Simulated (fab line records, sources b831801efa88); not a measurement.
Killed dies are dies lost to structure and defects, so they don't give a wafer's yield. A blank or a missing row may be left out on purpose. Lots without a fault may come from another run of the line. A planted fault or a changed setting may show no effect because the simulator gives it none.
fab line records | flow sky130
record lots=6 wafers=18 last_day=49
route steps=708 shown SALICIDE@361 LI_CONTACT@362
lots that met no fault: from a run of the same line without faults
start_h: hours from the record's first day to the start of the lot's first wafer shown | wait_h: hours since the lot's step before | " the same as in the row above | L1.1+2: a row that stands for several wafers | - no value, or no start given | * or withheld: withheld | < > ~ a bound
route shown NAME@n: a module of which the file shows steps, and the number in the route of the first | usual: mean/standard deviation of fault-free wafers | same: alike in all rows | chamber/n: place in a boat | sites: the reading at each site | _std_site: their standard deviation | _edge_site: outer sites' mean less inner sites' | radius_mm: how far each site lies from the wafer's centre | mask NAME#n: copy n | behind: the tool/chamber that last shaped the wafer | hold: why the lot was held/for how many hours/how that ended | device: the transistor (n, p or np) that didn't switch | end of line: the same wafers' tests at the end of the route | a step without rows: its recipe alone | killed: dies lost to structure and defects at the first sort, not the wafer's yield | map: a wafer's dies, x killed, . not, _ none there
set.NAME: the setting as run; set.NAME@STEP: as run at that earlier step | model.NAME: the simulator's own value behind a step, which no gauge read
lots at some steps of the route; a table a step, a row a wafer
services: from which hour (start_h, from the record's first day; less than 0 if before it) a tool's chamber was out of use, for how many hours, and why
## steps
# step SKY_SALICIDE_CLEAN_00
# recipe chemistry=HF-last time_s=30 dilution=100:1 dry=ipa_marangoni
# step SKY_LI_CONTACT_HDPCVD_00
# recipe material=PSG target_thk_nm=930 sigma_open_frac=0.3 time_s=155 temp_c=600 sih4_flow_sccm=60 pressure_mtorr=6
# step SKY_LI_CONTACT_THK_MEAS_01
# recipe reads=PSG_of_LI_CONTACT_HDPCVD_00
# usual LI_CONTACT_HDPCVD_THK=926/9.8
# columns lot.wafer tool chamber start_h wait_h LI_CONTACT_HDPCVD_THK[nm]
L308.1 film_metro-03 - 633.71 0.1 914
L308.3 " - " " 932
L308.5 " - " " 904
L311.2 film_metro-04 - 680.04 0.1 923
L311.3 " - " " 921
L311.6 " - " " 920
L320.2 film_metro-03 - 741.81 0.1 935
L320.4 " - " " 940
L320.6 " - " " 918
L321.2 film_metro-04 - 744.26 0.1 940
L321.4 " - " " 922
L321.5 " - " " 917
L322.1 film_metro-02 - 757.32 0.1 915
L322.2 " - " " 906
L322.4 " - " " 908
L329.4 film_metro-03 - 815.69 0.0 919
L329.5 " - " " 927
L329.6 " - " " 910
# step SKY_LI_CONTACT_CMP_02
# recipe material=PSG down_force_psi=4 platen_rpm=60 pad_velocity_m_s=0.94248
# usual edge_zone_pressure_frac=0.999/0.0054 motor_current_A=12.1/1 time_to_endpoint_s=32.2/2.5
# columns lot.wafer tool chamber start_h wait_h edge_zone_pressure_frac motor_current_A time_to_endpoint_s
L308.3 cmp-02 1 633.77 0.0 1.002 12.3 36.6
L308.1 " 2 " " 1.001 11.5 34.2
L308.5 " 2 " " 1.004 11.3 33.5
L311.2 cmp-01 1 680.14 0.1 0.990 13.1 30.8
L311.3 " 2 " " 0.985 14.4 31.3
L311.6 " 0 " " 1.000 10.8 33.9
L320.4 cmp-01 0 741.86 0.0 1.007 12.2 35.7
L320.2 " 3 " " 1.001 10.7 30.5
L320.6 " 1 " " 0.995 13.4 35.3
L321.2 cmp-02 2 744.31 0.0 0.996 11.4 30.6
L321.4 " 0 " " 1.003 11.2 28.0
L321.5 " 3 " " 1.003 13.8 28.7
L322.2 cmp-02 1 757.43 0.1 1.001 12.1 33.8
L322.4 " 2 " " 0.999 11.5 32.7
L322.1 " 3 " " 0.998 12.4 33.5
L329.4 cmp-02 1 815.82 0.1 0.996 12.2 34.5
L329.5 " 3 " " 0.998 13.4 30.6
L329.6 " 0 " " 0.995 11.2 28.6
# step SKY_LI_CONTACT_BOW_MEAS_03
# recipe mode=bow
# usual LI_CONTACT_BOW=55/6.9
# columns lot.wafer tool chamber start_h wait_h LI_CONTACT_BOW[um]
L308.1 film_metro-02 - 634.07 0.2 43
L308.3 " - " " 47
L308.5 " - " " 62
L311.2 film_metro-02 - 680.41 0.2 55
L311.3 " - " " 51
L311.6 " - " " 59
L320.2 film_metro-03 - 742.18 0.1 57
L320.4 " - " " 54
L320.6 " - " " 54
L321.2 film_metro-04 - 744.63 0.3 60
L321.4 " - " " 49
L321.5 " - " " 38
L322.1 film_metro-02 - 757.68 0.1 65
L322.2 " - " " 58
L322.4 " - " " 59
L329.4 film_metro-02 - 816.08 0.2 39
L329.5 " - " " 59
L329.6 " - " " 44
# step SKY_LI_CONTACT_DEHYDRATE_04
# recipe temp_c=200 time_s=60
# step SKY_LI_CONTACT_HMDS_05
# recipe prime_time_s=60 prime_temp_c=120
# step SKY_LI_CONTACT_COAT_06
# recipe resist=BARC temp_c=withheld time_s=withheld spin_rpm=3000 resist_thk_nm=60
# step SKY_LI_CONTACT_COAT_07
# recipe resist=KrF-thick spin_rpm=3000 resist_thk_nm=450
# step SKY_LI_CONTACT_SOFTBAKE_08
# recipe temp_c=100 time_s=90 resist=KrF-thick
# step SKY_LI_CONTACT_EXPOSE_09
# recipe mask_id=LICM1 na=0.8 source_shape=annular sigma_inner=0.55 sigma_outer=0.85 target_cd_nm=170 dose_mj=38
# step SKY_LI_CONTACT_PEB_10
# recipe peb_temp_c=withheld peb_time_s=withheld resist=KrF-thick
# step SKY_LI_CONTACT_DEVELOP_11
# recipe develop_time_s=60 resist=KrF-thick dev_temp_c=21
# usual chill_plate_temp_C=23.00/0.095 develop_time_s=60/0
# columns lot.wafer tool chamber start_h wait_h chill_plate_temp_C develop_time_s model.KrF-thick_of_LI_CONTACT_COAT_07.thk_nm
L308.1 litho_track-03 0 662 - 23.05 60 434.7
L308.3 " 0 " " 22.86 60 435.7
L308.5 " 0 " " 22.99 60 435.9
L311.2 litho_track-02 0 709 - 23.08 60 437.4
L311.3 " 0 " " 22.99 60 439
L311.6 " 0 " " 23.14 60 437.9
L320.2 litho_track-03 - 768 - - - 450.6
L320.4 " - " " - - 449.7
L320.6 " - " " - - 450.7
L321.2 litho_track-02 - 771 - - - 449.4
L321.4 " - " " - - 451.2
L321.5 " - " " - - 450.2
L322.1 litho_track-03 0 783 - 23.25 60 436.6
L322.2 " 0 784 - 23.03 60 436.2
L322.4 " 0 " " 23.17 60 436.4
L329.4 litho_track-02 0 838 - 22.95 60 435.4
L329.5 " 0 " " 23.00 60 434.2
L329.6 " 0 " " 22.95 60 434.4
# step SKY_LI_CONTACT_CD_MEAS_12
# recipe target_cd_nm=170
# usual cd_nm=169.9/1.4
# columns lot.wafer tool chamber start_h wait_h cd_nm
L308.1 cd_sem-01 - 662.39 - 170.1
L308.3 " - " " 170.0
L308.5 " - " " 169.1
L311.2 cd_sem-01 - 710.01 - 168.5
L311.3 " - " " 169.3
L311.6 " - " " 168.1
L320.2 cd_sem-01 - 769.13 - -
L320.4 " - " " -
L320.6 " - " " -
L321.2 cd_sem-01 - 771.56 - -
L321.4 " - " " -
L321.5 " - " " -
L322.1 cd_sem-01 - 784.14 - 173.3
L322.2 " - " " 171.7
L322.4 " - " " 171.5
L329.4 cd_sem-01 - 838.90 - 169.0
L329.5 " - " " 167.1
L329.6 " - " " 167.8
## services
# columns tool chamber start_h hours kind
cmp-02 - 661.41 2.5 repair
cmp-02 - 681.15 1.8 repair
cmp-02 - 687.41 3.3 repair
cmp-02 - 698.35 1.1 repair
cmp-01 - 704.36 6.1 pm
cmp-01 - 744.03 4.0 pm
cmp-01 - 748.03 - consumable_replace:conditioner
cmp-01 - 748.03 - consumable_replace:pad
cmp-01 - 773.75 3.8 repair
cmp-01 - 781.43 2.1 repair
cmp-01 - 782.40 1.8 repair
cmp-02 - 789.24 4.1 repair
cmp-02 - 817.69 2.8 repair
cmp-02 - 826.24 1.8 repair
## key
first_sign step=SKY_LI_CONTACT_DEVELOP_11 reading=tool_record direction=missing
effect none on later readings
model_effect step=SKY_LI_CONTACT_DEVELOP_11 value=KrF-thick_of_LI_CONTACT_COAT_07.thk_nm without=436.3 struck=450.3
met_at SKY_LI_CONTACT_DEVELOP_11
struck_wafers L320.2,L320.4,L320.6,L321.2,L321.4,L321.5
later_rows_left_out L320.2,L320.4,L320.6,L321.2,L321.4,L321.5
sort_left_out L320.2,L320.4,L320.6,L321.2,L321.4,L321.5
tester_left_out L320,L321
fault kind=skipped_step_whole tool=litho_track-02,litho_track-03 chamber=- onset_h=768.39 steps=SKY_LI_CONTACT_DEVELOP_11 scope=struck_lots_only
# tester_left_out: of these lots the tester's yield and bins aren't shown, on N5 and GAA mostly nor the transistor test; their killed dies are dies lost to structure and defects alone, not to doping, threshold or leakage, so they don't give the yield
# sort_left_out: the simulated sort isn't trusted on such a fault, so these wafers' sort isn't shown, and their yield isn't known
# later_rows_left_out: the simulator's readings of these wafers behind a module that went badly wrong aren't trusted and aren't shown, but for the sort
